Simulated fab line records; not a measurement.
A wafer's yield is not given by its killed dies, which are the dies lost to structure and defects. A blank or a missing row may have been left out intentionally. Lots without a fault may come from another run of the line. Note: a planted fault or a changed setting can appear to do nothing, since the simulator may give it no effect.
fab line records    flow sky130
[record] lots = 6  wafers = 18  last-day = 50
route steps=708 shown LDD_P@264 LDD_HVN@267 LDD_HVP@278 LDD_LDN@289
lots that met no fault: from a run of the same line without faults
start-h: hours from the record's opening day to when the first of the lot's shown wafers began    wait-h: hours elapsed since this lot's preceding step    " the same as in the row above    L1.1+2: several wafers, shown together as one row    - no value, or no start was given    * or withheld: withheld    < > ~ a bound
route shown NAME@n: NAME is a module with steps in the file, n the number in the route of the first one    usual: mean/standard deviation taken from wafers without a fault    same: alike in all rows    chamber/n: place in a boat    sites: readings site by site    _std_site: the values' standard deviation    _edge_site: outer sites' mean less inner sites'    radius-mm: how far each site lies from the wafer's centre    mask NAME#n: copy n    behind: the most recent tool/chamber to have shaped the wafer    hold: why the lot went on hold/how many hours it stayed there/how the hold came to an end    device: the n, p or np transistor that did not switch    end of line: at the end of the route, the tests of the same wafers    a step with no rows: only its recipe    killed: not the wafer's yield, but the dies lost to structure and defects at the first sort    map: a wafer's dies, x killed, . not, _ none there
set.NAME: setting as actually run; set.NAME@STEP: the setting as run at that earlier step    model.NAME: the simulator's own value behind a step, which no gauge read
lots seen at some steps along the route; tables by step, rows by wafer
services: a tool's chamber out of use, with start hour (start-h, from the record's first day; less than 0 if before it), hours out, and reason
[[steps]]
[step SKY_LDD_P_IMPLANT_09]
[recipe] species = BF2  energy-kev = 25  dose-cm2 = 1e+13  tilt-deg = withheld
[step SKY_LDD_P_STRIP_10]
[recipe] chemistry = O2/N2  power-w = 1400  pressure-mtorr = 1500  platen-temp-c = withheld  o2-flow-sccm = 3000  n2-flow-sccm = 300  overash-fraction = 0.5
[usual] chamber-pressure-mTorr = 1499.9/1.4  drypump-motor-current-A = 5.8/0.35  oes-product-au = 0.716/0.0044  strip-time-to-endpoint-s = 14.17/0.038
[same] overash-fraction = 0.5
lot.wafer  tool             chamber  start-h  wait-h  chamber-pressure-mTorr  drypump-motor-current-A  oes-product-au  rf-hours-counter-h  strip-time-to-endpoint-s
L528.2     plasma-asher-02  0        512.65   0.1     1501.8                  6.6                      0.714           8                   14.16
L528.3     "                1        "        "       1498.6                  6.1                      0.718           -                   14.18
L528.5     "                1        "        "       1496.9                  6.1                      0.716           -                   14.18
L529.2     plasma-asher-01  1        525.29   0.1     1500.2                  5.7                      0.714           81                  14.18
L529.3     "                0        "        "       1498.6                  5.8                      0.720           -                   14.22
L529.6     "                1        "        "       1498.0                  5.7                      0.716           -                   14.21
L531.4     plasma-asher-01  0        548.27   0.1     1499.9                  5.8                      0.718           -                   14.12
L531.5     "                1        "        "       1499.3                  5.6                      0.716           -                   14.12
L531.6     "                0        "        "       1499.6                  5.8                      0.713           -                   14.09
L532.2     plasma-asher-03  0        552.95   0.1     1497.3                  5.6                      0.717           44                  14.19
L532.5     "                0        "        "       1503.1                  5.6                      0.716           -                   14.19
L532.6     "                1        "        "       1500.3                  5.5                      0.716           -                   14.21
L541.1     plasma-asher-03  1        619.95   0.1     1500.5                  5.5                      0.722           51                  14.15
L541.4     "                0        "        "       1499.4                  5.6                      0.721           -                   14.15
L541.5     "                0        "        "       1501.3                  5.6                      0.711           -                   14.18
L542.1     plasma-asher-03  1        624.09   0.1     1498.2                  5.5                      0.718           51                  14.17
L542.3     "                1        "        "       1500.6                  5.5                      0.703           -                   14.13
L542.5     "                1        "        "       1497.0                  5.5                      0.721           -                   14.13
[step SKY_LDD_P_TW_MEAS_11]
[usual] LDD_P_TW = 640/3.7
lot.wafer  tool           chamber  start-h  wait-h  LDD_P_TW
L528.2     film-metro-04  -        512.76   0.1     642
L528.3     "              -        "        "       642
L528.5     "              -        "        "       644
L529.2     film-metro-04  -        525.40   0.1     642
L529.3     "              -        "        "       643
L529.6     "              -        "        "       643
L531.4     film-metro-02  -        548.37   0.1     637
L531.5     "              -        "        "       640
L531.6     "              -        "        "       637
L532.2     film-metro-02  -        553.06   0.1     635
L532.5     "              -        "        "       637
L532.6     "              -        "        "       636
L541.1     film-metro-04  -        620.05   0.1     650
L541.4     "              -        "        "       649
L541.5     "              -        "        "       646
L542.1     film-metro-02  -        624.19   0.1     638
L542.3     "              -        "        "       639
L542.5     "              -        "        "       639
[step SKY_LDD_HVN_DEHYDRATE_00]
[recipe] temp-c = 200  time-s = 60
[step SKY_LDD_HVN_HMDS_01]
[recipe] prime-time-s = 60  prime-temp-c = 120
[step SKY_LDD_HVN_COAT_02]
[recipe] resist = NOVOLAK  spin-rpm = 3000  resist-thk-nm = 300
[step SKY_LDD_HVN_SOFTBAKE_03]
[recipe] temp-c = 90  time-s = 60  resist = NOVOLAK
[step SKY_LDD_HVN_EXPOSE_04]
[recipe] mask-id = HVNTM  na = 0.6  source-shape = conventional  sigma-outer = 0.6  polarization = unpolarized  target-cd-nm = 700  dose-mj = 127
[step SKY_LDD_HVN_PEB_05]
[recipe] temp-c = withheld  time-s = *  resist = NOVOLAK
[step SKY_LDD_HVN_DEVELOP_06]
[recipe] resist = NOVOLAK  developer = TMAH  develop-time-s = 60  dev-temp-c = 23
[step SKY_LDD_HVN_OVL_MEAS_07]
[usual] LDD_HVN_OVL = -0.9/1.1
lot.wafer  tool        chamber  start-h  wait-h  LDD_HVN_OVL[nm]
L528.2     overlay-02  -        543.49   0.1     -1.0
L528.3     "           -        "        "       0.2
L528.5     "           -        "        "       0.0
L529.2     overlay-01  -        555.34   0.1     -1.5
L529.3     "           -        "        "       -1.4
L529.6     "           -        "        "       -2.2
L531.4     overlay-02  -        577.96   0.1     0.9
L531.5     "           -        "        "       0.5
L531.6     "           -        "        "       -0.9
L532.2     overlay-02  -        583.14   0.1     -1.1
L532.5     "           -        "        "       -0.1
L532.6     "           -        "        "       -1.7
L541.1     overlay-02  -        648.98   0.1     0.3
L541.4     "           -        "        "       -1.6
L541.5     "           -        "        "       -0.8
L542.1     overlay-02  -        652.23   0.1     -1.5
L542.3     "           -        "        "       -2.2
L542.5     "           -        "        "       -2.6
[step SKY_LDD_HVN_IMPLANT_08]
[recipe] species = P  energy-kev = 60  dose-cm2 = 3e+13  tilt-deg = 40
[step SKY_LDD_HVN_STRIP_09]
[recipe] chemistry = O2/N2  power-w = 1400  pressure-mtorr = 1500  platen-temp-c = withheld  o2-flow-sccm = 3000  n2-flow-sccm = 300  overash-fraction = 0.5
[usual] chamber-pressure-mTorr = 1500.0/1.4  drypump-motor-current-A = 5.4/0.37  oes-product-au = 0.409/0.005  overash-fraction = 0.5/0  strip-time-to-endpoint-s = 4.130/0.012
lot.wafer  tool             chamber  start-h  wait-h  chamber-pressure-mTorr  drypump-motor-current-A  oes-product-au  overash-fraction  rf-hours-counter-h  strip-time-to-endpoint-s  model.NOVOLAK_of_LDD_HVN_COAT_02.thk-nm
L528.2     plasma-asher-03  1        543.67   0.1     1500.4                  5.5                      0.414           0.5               43                  4.143                     0
L528.3     "                1        "        "       1498.8                  5.5                      0.412           0.5               -                   4.125                     0
L528.5     "                0        "        "       1499.6                  5.6                      0.410           0.5               -                   4.136                     0
L529.2     plasma-asher-01  0        555.52   0.1     1499.9                  5.8                      0.402           0.5               84                  4.129                     0
L529.3     "                1        "        "       1501.1                  5.7                      0.403           0.5               -                   4.130                     0
L529.6     "                1        "        "       1504.5                  5.6                      0.406           0.5               -                   4.130                     0
L531.4     plasma-asher-01  1        578.16   0.1     -                       -                        -               -                 -                   -                         298.1
L531.5     "                0        "        "       -                       -                        -               -                 -                   -                         299.3
L531.6     "                1        "        "       -                       -                        -               -                 -                   -                         299.3
L532.2     plasma-asher-01  0        583.32   0.1     -                       -                        -               -                 -                   -                         298.4
L532.5     "                1        "        "       -                       -                        -               -                 -                   -                         298.4
L532.6     "                0        "        "       -                       -                        -               -                 -                   -                         297.8
L541.1     plasma-asher-03  0        649.17   0.1     1500.1                  5.6                      0.412           0.5               54                  4.128                     0
L541.4     "                0        "        "       1499.6                  5.6                      0.408           0.5               -                   4.134                     0
L541.5     "                1        "        "       1497.9                  5.5                      0.404           0.5               -                   4.140                     0
L542.1     plasma-asher-03  0        652.42   0.1     1499.8                  5.6                      0.409           0.5               54                  4.129                     0
L542.3     "                1        "        "       1498.6                  5.5                      0.408           0.5               -                   4.150                     0
L542.5     "                1        "        "       1501.7                  5.5                      0.413           0.5               -                   4.145                     0
[step SKY_LDD_HVN_TW_MEAS_10]
[usual] LDD_HVN_TW = 1440/8.3
lot.wafer  tool           chamber  start-h  wait-h  LDD_HVN_TW
L528.2     film-metro-02  -        543.78   0.1     1428
L528.3     "              -        "        "       1435
L528.5     "              -        "        "       1435
L529.2     film-metro-03  -        555.63   0.1     1441
L529.3     "              -        "        "       1442
L529.6     "              -        "        "       1445
L531.4     film-metro-02  -        578.25   0.1     1440
L531.5     "              -        "        "       1442
L531.6     "              -        "        "       1444
L532.2     film-metro-01  -        583.43   0.1     1424
L532.5     "              -        "        "       1418
L532.6     "              -        "        "       1426
L541.1     film-metro-02  -        649.27   0.1     1440
L541.4     "              -        "        "       1443
L541.5     "              -        "        "       1443
L542.1     film-metro-03  -        652.52   0.1     1447
L542.3     "              -        "        "       1453
L542.5     "              -        "        "       1444
[step SKY_LDD_HVP_DEHYDRATE_00]
[recipe] temp-c = 200  time-s = 60
[step SKY_LDD_HVP_HMDS_01]
[recipe] prime-time-s = 60  prime-temp-c = 120
[step SKY_LDD_HVP_COAT_02]
[recipe] resist = NOVOLAK  spin-rpm = 3000  resist-thk-nm = 300
[step SKY_LDD_HVP_SOFTBAKE_03]
[recipe] temp-c = 90  time-s = 60  resist = NOVOLAK
[step SKY_LDD_HVP_EXPOSE_04]
[recipe] mask-id = HVPTM  na = 0.6  source-shape = conventional  sigma-outer = 0.6  polarization = unpolarized  target-cd-nm = 700  dose-mj = 86
[step SKY_LDD_HVP_PEB_05]
[recipe] temp-c = withheld  time-s = *  resist = NOVOLAK
[step SKY_LDD_HVP_DEVELOP_06]
[recipe] resist = NOVOLAK  developer = TMAH  develop-time-s = 60  dev-temp-c = 23
[step SKY_LDD_HVP_OVL_MEAS_07]
[usual] LDD_HVP_OVL = 0.1/1.3
lot.wafer  tool        chamber  start-h  wait-h  LDD_HVP_OVL[nm]
L528.2     overlay-02  -        572.45   0.1     -1.9
L528.3     "           -        "        "       -1.0
L528.5     "           -        "        "       1.2
L529.2     overlay-01  -        585.65   0.1     1.5
L529.3     "           -        "        "       -0.2
L529.6     "           -        "        "       0.5
L531.4     overlay-01  -        608.00   0.1     0.8
L531.5     "           -        "        "       -0.8
L531.6     "           -        "        "       0.1
L532.2     overlay-01  -        613.05   0.1     0.5
L532.5     "           -        "        "       -1.5
L532.6     "           -        "        "       -1.7
L541.1     overlay-01  -        677.29   0.1     -1.2
L541.4     "           -        "        "       -0.8
L541.5     "           -        "        "       -0.7
L542.1     overlay-02  -        680.83   0.1     -2.5
L542.3     "           -        "        "       0.3
L542.5     "           -        "        "       -1.2
[step SKY_LDD_HVP_IMPLANT_08]
[recipe] species = B  energy-kev = 20  dose-cm2 = 1.7e+13  tilt-deg = 17.9
[step SKY_LDD_HVP_STRIP_09]
[recipe] chemistry = O2/N2  power-w = 1400  pressure-mtorr = 1500  platen-temp-c = withheld  o2-flow-sccm = 3000  n2-flow-sccm = 300  overash-fraction = 0.5
[usual] chamber-pressure-mTorr = 1500.0/1.4  drypump-motor-current-A = 5.6/0.55  oes-product-au = 0.408/0.0045  strip-time-to-endpoint-s = 4.132/0.013
[same] overash-fraction = 0.5
lot.wafer  tool             chamber  start-h  wait-h  chamber-pressure-mTorr  drypump-motor-current-A  oes-product-au  rf-hours-counter-h  strip-time-to-endpoint-s
L528.2     plasma-asher-03  0        572.63   0.1     1498.5                  5.6                      0.402           46                  4.116
L528.3     "                0        "        "       1498.5                  5.6                      0.413           -                   4.113
L528.5     "                1        "        "       1500.6                  5.5                      0.404           -                   4.134
L529.2     plasma-asher-03  1        585.83   0.1     1498.5                  5.5                      0.413           47                  4.144
L529.3     "                0        "        "       1502.7                  5.6                      0.403           -                   4.127
L529.6     "                1        "        "       1500.3                  5.6                      0.411           -                   4.118
L531.4     plasma-asher-03  1        608.20   0.1     1500.3                  5.5                      0.607           -                   8.929
L531.5     "                1        "        "       1499.0                  5.5                      0.615           -                   8.954
L531.6     "                0        "        "       1501.1                  5.6                      0.604           -                   8.962
L532.2     plasma-asher-03  1        613.23   0.1     1501.2                  5.5                      0.605           50                  8.941
L532.5     "                0        "        "       1500.6                  5.6                      0.599           -                   8.941
L532.6     "                1        "        "       1501.6                  5.5                      0.604           -                   8.925
L541.1     plasma-asher-03  0        677.47   0.1     1499.1                  5.6                      0.411           56                  4.130
L541.4     "                0        "        "       1499.6                  5.6                      0.413           -                   4.132
L541.5     "                0        "        "       1498.9                  5.6                      0.406           -                   4.124
L542.1     plasma-asher-03  0        681.02   0.1     1498.0                  5.6                      0.409           57                  4.157
L542.3     "                0        "        "       1501.7                  5.6                      0.415           -                   4.141
L542.5     "                0        "        "       1499.8                  5.6                      0.416           -                   4.141
[step SKY_LDD_HVP_TW_MEAS_10]
[usual] LDD_HVP_TW = 458/4.4
lot.wafer  tool           chamber  start-h  wait-h  LDD_HVP_TW
L528.2     film-metro-01  -        572.74   0.1     452
L528.3     "              -        "        "       453
L528.5     "              -        "        "       454
L529.2     film-metro-04  -        585.94   0.1     463
L529.3     "              -        "        "       462
L529.6     "              -        "        "       466
L531.4     film-metro-03  -        608.30   0.1     30
L531.5     "              -        "        "       30
L531.6     "              -        "        "       30
L532.2     film-metro-03  -        613.34   0.1     30
L532.5     "              -        "        "       30
L532.6     "              -        "        "       30
L541.1     film-metro-01  -        677.57   0.1     453
L541.4     "              -        "        "       452
L541.5     "              -        "        "       450
L542.1     film-metro-03  -        681.12   0.1     457
L542.3     "              -        "        "       455
L542.5     "              -        "        "       457
[step SKY_LDD_LDN_DEHYDRATE_00]
[recipe] temp-c = 200  time-s = 60
[[services]]
tool             chamber  start-h  hours  kind
plasma-asher-01  -        501.51   0.4    repair
plasma-asher-02  -        514.31   11.1   repair
plasma-asher-01  -        517.17   1.8    repair
[[key]]
[first-sign] step = SKY_LDD_HVN_STRIP_09  reading = tool-record  direction = missing
[effect] step = SKY_LDD_HVP_STRIP_09  reading = strip-time-to-endpoint-s  direction = up  sigmas = 99+  usual = *  struck = *
[effect] step = SKY_LDD_HVP_TW_MEAS_10  reading = LDD_HVP_TW  direction = down  sigmas = 98  usual = 458  struck = 30
[model-effect] step = SKY_LDD_HVN_STRIP_09  value = NOVOLAK_of_LDD_HVN_COAT_02.thk-nm  without = 0  struck = 298.6
met-at SKY_LDD_HVN_STRIP_09
struck-wafers L531.4,L531.5,L531.6,L532.2,L532.5,L532.6
sort-left-out L531.4,L531.5,L531.6,L532.2,L532.5,L532.6
tester-left-out L531,L532
onset-between 555.52 578.16
[fault] kind = skipped-step-whole  tool = plasma-asher-01  chamber = -  onset-h = 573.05  steps = SKY_LDD_HVN_STRIP_09  scope = struck-lots-only
// tester-left-out: of these lots the tester's yield and bins aren't shown, on N5 and GAA mostly nor the transistor test; their killed dies are dies lost to structure and defects alone, not to doping, threshold or leakage, so they don't give the yield
// sort-left-out: the simulated sort isn't trusted on such a fault, so these wafers' sort isn't shown, and their yield isn't known
